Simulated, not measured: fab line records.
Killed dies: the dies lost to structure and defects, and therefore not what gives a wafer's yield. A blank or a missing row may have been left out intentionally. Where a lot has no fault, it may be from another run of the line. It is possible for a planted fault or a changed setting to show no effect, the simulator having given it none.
What tool caused it?    flow gf180mcu    12 lots with 36 wafers sampled at 4 steps, on a route of 602 steps

## WHAT THE GAUGES READ, wafer by wafer
GF_M3_CD_MEAS_14 targets a cd of 280 nm.
lot   measured      on         cd nm (nm)
L909  day 21 12:51  cd sem-02  280.2 280.1 281.0
L910  day 22 02:40  cd sem-02  279.5 279.7 281.2
L911  day 22 05:45  cd sem-01  280.2 279.7 280.1
L912  day 22 16:01  cd sem-01  279.0 279.6 280.8
L913  day 23 08:14  cd sem-02  280.6 281.8 280.1
L918  day 24 22:06  cd sem-01  282.7 280.4 279.8
L922  day 26 06:21  cd sem-01  281.1 279.8 281.5
L923  day 26 17:06  cd sem-02  281.1 280.6 281.6
L925  day 26 23:27  cd sem-02  280.0 280.1 279.1
L926  day 27 06:19  cd sem-01  277.8 277.7 279.0
L928  day 27 16:25  cd sem-02  280.7 281.8 281.2
L929  day 27 23:45  cd sem-01  277.5 278.0 276.6

GF_M3_OVL_MEAS_15.
lot   measured      on          M3_OVL (nm)
L909  day 21 12:58  overlay-01  -4 -3 0
L910  day 22 02:47  overlay-01  7 9 4
L911  day 22 05:52  overlay-01  5 0 2
L912  day 22 16:08  overlay-01  6 9 8
L913  day 23 08:20  overlay-01  6 -3 9
L918  day 24 22:13  overlay-01  6 7 14
L922  day 26 06:28  overlay-01  5 9 5
L923  day 26 17:11  overlay-02  4 2 8
L925  day 26 23:32  overlay-02  -9 2 -3
L926  day 27 06:26  overlay-01  7 7 11
L928  day 27 16:32  overlay-01  4 11 0
L929  day 27 23:52  overlay-01  6 8 2

GF_V3_THK_MEAS_01.
lot   measured      on             V3_CVD_00_THK (nm)
L909  day 21 13:45  film metro-04  589 591 589
L910  day 22 03:45  film metro-02  606 606 607
L911  day 22 06:43  film metro-02  603 597 603
L912  day 22 17:02  film metro-04  604 604 605
L913  day 23 09:16  film metro-04  599 606 600
L918  day 24 23:09  film metro-01  601 598 603
L922  day 26 07:15  film metro-02  301 303 304
L923  day 26 17:58  film metro-04  608 612 608
L925  day 27 00:20  film metro-02  296 289 295
L926  day 27 07:13  film metro-02  602 601 593
L928  day 27 17:19  film metro-01  599 603 601
L929  day 28 00:38  film metro-01  607 597 608

## WHICH TOOL RAN EACH LOT (tool, then ch and the chambers of the sampled wafers, then the start)
lot   GF_V3_CVD_00
L909  hdpcvd-01 ch 1,2, day 21 13:41
L910  hdpcvd-02 ch 0,2, day 22 03:40
L911  hdpcvd-01 ch 0,1, day 22 06:38
L912  hdpcvd-02 ch 0,2, day 22 16:57
L913  hdpcvd-01 ch 1,2, day 23 09:11
L918  hdpcvd-01 ch 1,2, day 24 23:05
L922  hdpcvd-01 ch 0,1,2, day 26 07:11
L923  hdpcvd-02 ch 0,2, day 26 17:53
L925  hdpcvd-01 ch 0,2, day 27 00:14
L926  hdpcvd-02 ch 0,2, day 27 07:08
L928  hdpcvd-02 ch 0,1,2, day 27 17:14
L929  hdpcvd-02 ch 0,1, day 28 00:34
- GF_V3_CVD_00: deposits SiO2, target thk 600 nm, time 100 s.

## AS READ BY THE TOOLS THEMSELVES (means over the sampled wafers that have a number; for cases with no such wafer, the mark the record gives instead)
GF_V3_CVD_00.
lot   tool       sih4 flow sccm (sccm)
L909  hdpcvd-01  60.06
L910  hdpcvd-02  60.05
L911  hdpcvd-01  60.08
L912  hdpcvd-02  60.13
L913  hdpcvd-01  59.80
L918  hdpcvd-01  60.16
L922  hdpcvd-01  30.03
L923  hdpcvd-02  60.11
L925  hdpcvd-01  29.91
L926  hdpcvd-02  59.79
L928  hdpcvd-02  60.13
L929  hdpcvd-02  59.92

## THE ANSWER, worked out from the rows above alone
Rule: the lots themselves supply what counts as usual. Put in order of their means at a reading, lots are off if they are a third of the lots or fewer, leave a main group of 4 or more, and stand apart from it by a gap of 3 or more times the standard deviation of the main group's means; of several such gaps the widest counts. A main group whose means are all the same, to the digits that the tables above print for the reading, isn't used. A lot without any number at a reading at which 4 lots or more have one is off too. The other lots that the step has rows for count as sound. Order of review: gauges by route order, followed by the tools' own readings, for which a lot's mean as printed above is used. The first step at which some lot is off is used, and at that step the reading that is off furthest; a lot without a number counts as furthest.
Off: at GF_V3_THK_MEAS_01 (V3_CVD_00_THK), L922, L925. Main group: mean 602 nm, sd 5.
A tool fits if, at a process step before that reading, it ran every lot that is off, and no sound lot after the first of them. The gauges at GF_V3_THK_MEAS_01 aren't tried: what is off there is off at GF_V3_CVD_00 too, on other tools, and a gauge's error can't cause that. One fits: GF_V3_CVD_00 on hdpcvd-01. Its last sound lot is L918 (day 24 23:05), its first lot that is off L922 (day 26 07:11): a fault that began between those two fits.
On the lots that are off, the tool's own readings at GF_V3_CVD_00 differ by more than 5 times the standard deviation of the sound lots' means, which bears it out; sih4 flow sccm reads 29.97 sccm there versus 60.02 sccm on the sound lots.

## WHAT HAD BEEN PUT IN BY THE SIMULATOR
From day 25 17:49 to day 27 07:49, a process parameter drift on hdpcvd-01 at GF_V3_CVD_00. The setting sih4 flow sccm was moved by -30, starting from 60. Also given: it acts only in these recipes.
Struck lots among those shown: L922, L925. The rule above found the same.
